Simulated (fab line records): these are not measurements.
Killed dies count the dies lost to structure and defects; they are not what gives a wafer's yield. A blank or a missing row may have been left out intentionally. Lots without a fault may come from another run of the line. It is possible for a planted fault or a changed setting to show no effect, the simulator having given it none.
fab line records	flow sfq_line
record lots=13	wafers=39	last_day=91
route steps=325 shown R5@212
lots untouched by any fault: they come from a run of this same line in which no faults occurred
start_h: hours from the record's opening day to when the first of the lot's shown wafers began	wait_h: time in hours since the lot's previous step	" as in the row above	L1.1+2: a row that stands for several wafers	- value missing, or start not given	* or withheld: withheld	< > ~ a bound
route shown NAME@n: names a module that has steps shown in the file, with the first one's number in the route	usual: average and standard deviation across the fault-free wafers	same: alike in all rows	chamber/n: place in a boat	sites: the reading at each site	_std_site: the values' standard deviation	_edge_site: inner sites' mean taken away from outer sites' mean	radius_mm: how far each site lies from the wafer's centre	mask NAME#n: copy n	behind: the last tool/chamber to shape the wafer	hold: why the lot went on hold/how many hours it stayed there/how the hold came to an end	device: which transistor (n, p or np) failed to switch	end of line: the route-end tests of the same wafers	for a step that has no rows: nothing shown but its recipe	killed: dies lost to structure and defects at the first sort, not the wafer's yield	map: shows each die of a wafer: x if killed, . if not, _ if none is there
set.NAME: setting as actually run; set.NAME@STEP: the setting as run at that earlier step	model.NAME: the simulator's own value behind a step, which no gauge read
one table for each step of the route and one row for each wafer, over a sample of lots
services: a tool's chamber out of use, with start hour (start_h, from the record's first day; less than 0 if before it), hours out, and reason
## steps
# step SFQ_TRILAYER_R5_DEP_SPUTTER_132
# recipe material=Ti	base_pressure_pa=1.33e-06	target_thk_nm=5	power_w=2000	time_s=5	chamber_pressure_pa=0.4
# usual cathode_dc_power_W=2000.0/0.32	throttle_valve_pct=29.9/1
lot.wafer	tool	chamber	start_h	wait_h	cathode_dc_power_W	throttle_valve_pct
L937.1	pvd_sputter-04	-	1352.72	1.0	1999.6	30.3
L937.2	"	-	"	"	2000.0	31.3
L937.3	"	-	"	"	1999.9	30.7
L938.1	pvd_sputter-06	-	1353.92	1.0	1999.9	28.4
L938.4	"	-	"	"	2000.1	31.1
L938.5	"	-	"	"	1999.4	30.8
L939.1	pvd_sputter-04	-	1364.64	1.0	1999.8	29.9
L939.2	"	-	"	"	2000.5	31.3
L939.6	"	-	"	"	1999.3	31.6
L940.1	pvd_sputter-06	-	1495.91	1.0	1999.4	30.6
L940.3	"	-	"	"	2000.1	28.5
L940.4	"	-	"	"	2000.0	31.0
L941.2	pvd_sputter-03	-	1498.91	0.8	2000.0	28.6
L941.4	"	-	"	"	1999.9	29.5
L941.5	"	-	"	"	1999.6	29.6
L942.2	pvd_sputter-06	-	1513.91	0.8	2000.5	28.6
L942.4	"	-	"	"	1999.9	30.9
L942.5	"	-	"	"	1999.8	28.4
L943.1	pvd_sputter-06	-	1524.70	1.0	1999.7	28.6
L943.4	"	-	"	"	2000.3	30.5
L943.6	"	-	"	"	2000.0	28.6
L944.1	pvd_sputter-06	-	1531.91	1.0	1999.4	28.3
L944.3	"	-	"	"	1999.8	30.8
L944.5	"	-	"	"	1999.8	30.8
L945.1	pvd_sputter-06	-	1559.45	1.0	1999.8	31.0
L945.5	"	-	"	"	2000.1	30.9
L945.6	"	-	"	"	2000.3	28.8
L946.1	pvd_sputter-03	-	1560.65	1.0	1999.9	29.6
L946.2	"	-	"	"	1999.2	28.7
L946.5	"	-	"	"	2000.5	28.8
L951.2	pvd_sputter-06	-	1682.65	0.8	1999.8	30.8
L951.4	"	-	"	"	2000.0	28.5
L951.6	"	-	"	"	2000.0	31.0
L955.2	pvd_sputter-06	-	1701.85	0.8	2000.0	28.6
L955.5	"	-	"	"	2000.5	28.7
L955.6	"	-	"	"	2062.4	30.5
L958.1	pvd_sputter-04	-	1736.53	1.0	1999.9	29.8
L958.5	"	-	"	"	2000.7	31.3
L958.6	"	-	"	"	1999.6	30.6
## services
tool	chamber	start_h	hours	kind
pvd_sputter-04	-	1333.81	1.1	repair
pvd_sputter-04	-	1359.00	2.3	repair
pvd_sputter-04	-	1395.43	2.1	repair
pvd_sputter-03	-	1406.27	2.0	repair
pvd_sputter-06	-	1414.23	2.0	repair
pvd_sputter-06	-	1480.29	2.4	repair
pvd_sputter-06	-	1582.76	1.0	repair
pvd_sputter-06	-	1588.39	4.7	repair
pvd_sputter-04	-	1615.60	53.1	repair
pvd_sputter-06	-	1643.38	11.8	repair
pvd_sputter-06	-	1684.69	0.7	repair
## key
first_sign step=SFQ_TRILAYER_R5_DEP_SPUTTER_132	reading=cathode_dc_power_W	direction=up	sigmas=99+	usual=2000.0	struck=2062.4
effect none on later readings
met_at SFQ_TRILAYER_R5_DEP_SPUTTER_132
struck_lots L955
struck_wafers L955.6
onset_between 1682.65 1701.85
fault kind=process_parameter_drift	tool=pvd_sputter-06	chamber=-	onset_h=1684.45	steps=SFQ_TRILAYER_R5_DEP_SPUTTER_132	channel=power_w	offset=62.077	shape=step	end_h=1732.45	acts_in=these_recipes_only	stated=2000	scope=struck_wafers_only
